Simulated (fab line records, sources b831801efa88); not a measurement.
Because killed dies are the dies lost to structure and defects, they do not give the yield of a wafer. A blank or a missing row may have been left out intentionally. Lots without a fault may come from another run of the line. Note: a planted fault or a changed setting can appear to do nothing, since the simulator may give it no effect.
Chamber matching / flow gf180mcu / GF_V2_CMP_04 on cmp-01 has 4 sister chambers
The step polishes SiO2. 4 wafers are shown with their chamber, then 11 later ones without.

## EACH WAFER AND ITS CHAMBER
wafer=L080.1; chamber=1; motor current A (A)=10.2
wafer=L087.3; chamber=3; motor current A (A)=10.8
wafer=L087.5; chamber=2; motor current A (A)=13.9
wafer=L090.1; chamber=0; motor current A (A)=11.9

## WAFERS WITH NO CHAMBER GIVEN
wafer=L090.3; motor current A (A)=11.8
wafer=L090.6; motor current A (A)=13.1
wafer=L093.1; motor current A (A)=11.7
wafer=L093.2; motor current A (A)=10.4
wafer=L093.5; motor current A (A)=11.6
wafer=L096.2; motor current A (A)=11.0
wafer=L096.3; motor current A (A)=11.7
wafer=L096.6; motor current A (A)=12.0
wafer=L097.2; motor current A (A)=10.3
wafer=L097.5; motor current A (A)=14.4
wafer=L097.6; motor current A (A)=11.4

## THE CHAMBER EACH PASSED THROUGH
wafer=L090.3; from the rows above=0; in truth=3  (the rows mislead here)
wafer=L090.6; from the rows above=can't be placed: 2 or 0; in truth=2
wafer=L093.1; from the rows above=can't be placed: 0 or 3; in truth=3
wafer=L093.2; from the rows above=can't be placed: 1 or 3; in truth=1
wafer=L093.5; from the rows above=can't be placed: 0 or 3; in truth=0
wafer=L096.2; from the rows above=can't be placed: 3 or 1 or 0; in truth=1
wafer=L096.3; from the rows above=can't be placed: 0 or 3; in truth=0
wafer=L096.6; from the rows above=0; in truth=0
wafer=L097.2; from the rows above=can't be placed: 1 or 3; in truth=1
wafer=L097.5; from the rows above=2; in truth=2
wafer=L097.6; from the rows above=can't be placed: 0 or 3 or 1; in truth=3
Placed correctly: 2 of 11. Cannot be placed on the basis of these rows: 8; the candidates contain the true chamber in 8. Wrongly placed: 1.
How it was worked out, from the rows above alone: a wafer's distance from a chamber is the root of the sum, over the readings, of the square of ((its reading less the chamber's mean) divided by the reading's scatter). If the next closest chamber is less than 2 further off than the closest, the wafer can't be placed; otherwise it belongs to the closest. Each chamber's mean is taken over the wafers shown for it. The scatter: root of mean squared gap, hidden wafer to nearest shown wafer, with one shown wafer a chamber.
